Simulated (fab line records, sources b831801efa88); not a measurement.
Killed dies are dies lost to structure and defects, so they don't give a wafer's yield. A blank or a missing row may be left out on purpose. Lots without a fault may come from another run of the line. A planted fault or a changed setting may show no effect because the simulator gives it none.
A struck lot beside a sound one | flow sky130 | 16 steps out of a route of 708
Sound: wafers L989.1, L989.3, L989.5. Struck: wafer L100.2. The cause comes at the end.
At each step with rows: each side's tool, then ch and its chambers, then its first start. Under that, the readings that differ: sound wafers | struck wafers | difference of the means | sigmas: that difference in standard deviations of wafers without a fault.
alike: readings whose means differ by less than 2 such deviations, and words and numbers that are the same on both sides. not compared: withheld readings, readings that some wafer has no value for, bounds like >300 that may hide the same value, and numbers for which the record gives no deviation and whose values overlap.
The two part at a step that has a row with sigmas, a row that says differs or no value, or rows on one side only. Numbers that don't overlap but have no deviation are shown without sigmas and don't part them. A reading that every wafer of one side lacks parts them only if that side has two wafers or more.

first, 3 steps without rows for these wafers: SKY_METAL2_EXPOSE_12 (exposes mask MM2, target cd 140 nm); SKY_METAL2_PEB_13; SKY_METAL2_DEVELOP_14 (develop time 60 s).
SKY_METAL2_CD_MEAS_15: target cd 140 nm.
  sound on cd_sem-02, day 35 18:29; struck on cd_sem-01, day 39 08:52
  alike: cd_nm
SKY_METAL2_OVL_MEAS_16:
  sound on overlay-01, day 35 18:37; struck on overlay-01, day 39 08:58
  alike: METAL2_OVL
SKY_METAL2_DESCUM_17: chemistry O2, time 8 s.
  sound on rie_metal-01 ch 0,1, day 35 18:39; struck on rie_metal-01 ch 0, day 39 09:00
  reading                     | sound             | struck | difference | sigmas
  drypump_motor_current_A (A) | 4.7 4.7 6.3       | 6.2    | +1.0       | +2
  oes_product_au (a.u.)       | 0.999 1.006 0.995 | 0.973  | -0.027     | -3
  not compared: rf_hours_counter_h
SKY_METAL2_ETCH_18: etches BARC in N2/H2, stops on SiO2, time 45.9 s, target depth 60 nm.
  sound on rie_metal-01 ch 0,1, day 35 18:41; struck on rie_metal-01 ch 0, day 39 09:02
  reading                     | sound       | struck | difference | sigmas
  drypump_motor_current_A (A) | 4.7 4.7 6.2 | 6.2    | +1.0       | +2
  alike: oes_product_au, throttle_valve_pct
  not compared: rf_hours_counter_h
SKY_METAL2_METAL_ETCH_19: etches the open film in Cl2/BCl3, stops on SiO2, target depth 360 nm, time 78 s.
  sound on rie_metal-01 ch 0,1, day 35 18:44; struck on rie_metal-01 ch 0, day 39 09:06
  reading                     | sound       | struck | difference | sigmas
  drypump_motor_current_A (A) | 4.7 4.8 6.2 | 6.3    | +1.1       | +2
  alike: oes_product_au, throttle_valve_pct
  not compared: rf_hours_counter_h
SKY_METAL2_STRIP_20: strips in O2/N2.
  sound on plasma_asher-03 ch 0,1, day 35 18:50; struck on plasma_asher-01 ch 1, day 39 09:11
  reading               | sound             | struck | difference | sigmas
  oes_product_au (a.u.) | 0.351 0.348 0.337 | 0.336  | -0.009     | -2
  alike: drypump_motor_current_A, strip_time_to_endpoint_s
  not compared: rf_hours_counter_h
then, 3 steps without rows for these wafers: SKY_METAL2_STRIP_21 (strips in post etch residue remover, time 1200 s); SKY_METAL2_CLEAN_22 (cleans in IPA, time 180 s); SKY_METAL2_CLEAN_23 (cleans in O3/DIW).
SKY_VIA2_HDPCVD_00: deposits SiO2, target thk 1180 nm, time 196.7 s.
  sound on hdpcvd-01 ch 0,1,2, day 35 19:25; struck on hdpcvd-01 ch 2, day 39 09:49
  reading                                  | sound             | struck | difference | sigmas
  sih4_flow_sccm (sccm)                    | 60.04 59.84 59.94 | 71.91  | +11.97     | +75
  model.SiO2_of_VIA2_HDPCVD_00.thk_nm (nm) | 1188 1173 1193    | 1411   | +226       |
SKY_VIA2_THK_MEAS_01:
  sound on film_metro-03, day 35 19:33; struck on film_metro-03, day 39 10:11
  reading              | sound          | struck | difference | sigmas
  VIA2_HDPCVD_THK (nm) | 1187 1173 1194 | 1412   | +227       | +19
  not compared: hold
SKY_VIA2_CMP_02: polishes SiO2.
  sound on cmp-02 ch 0,1,2, day 35 19:37; struck on cmp-01 ch 1, day 39 13:28
  reading | sound | struck                   | difference                   | sigmas
  hold    | - - - | await_dispo/2.6h/release | no value on the sound wafers |
  alike: edge_zone_pressure_frac, motor_current_A, platen_rpm
-- the record jumps here: 9 days lie between the struck wafers' starts before and after (it left off in module VIA2 and takes up again in module PAD_OPEN, whose first step shown is number 708 of the route) --
SKY_PAD_OPEN_PROBE_99:
  sound on prober-02, day 46 06:01; struck on prober-01, day 48 23:29
  alike: killed_at_M0_to_M3, killed_at_M4_up, killed_at_contacts, killed_at_front_end, killed_at_other, killed_dies, killed_open, killed_short

WHERE THEY PART
First at SKY_METAL2_DESCUM_17; last, within this record, at SKY_VIA2_CMP_02. Later steps at which nothing parts them and some readings are alike: SKY_PAD_OPEN_PROBE_99.

WHY: what the simulator had put in
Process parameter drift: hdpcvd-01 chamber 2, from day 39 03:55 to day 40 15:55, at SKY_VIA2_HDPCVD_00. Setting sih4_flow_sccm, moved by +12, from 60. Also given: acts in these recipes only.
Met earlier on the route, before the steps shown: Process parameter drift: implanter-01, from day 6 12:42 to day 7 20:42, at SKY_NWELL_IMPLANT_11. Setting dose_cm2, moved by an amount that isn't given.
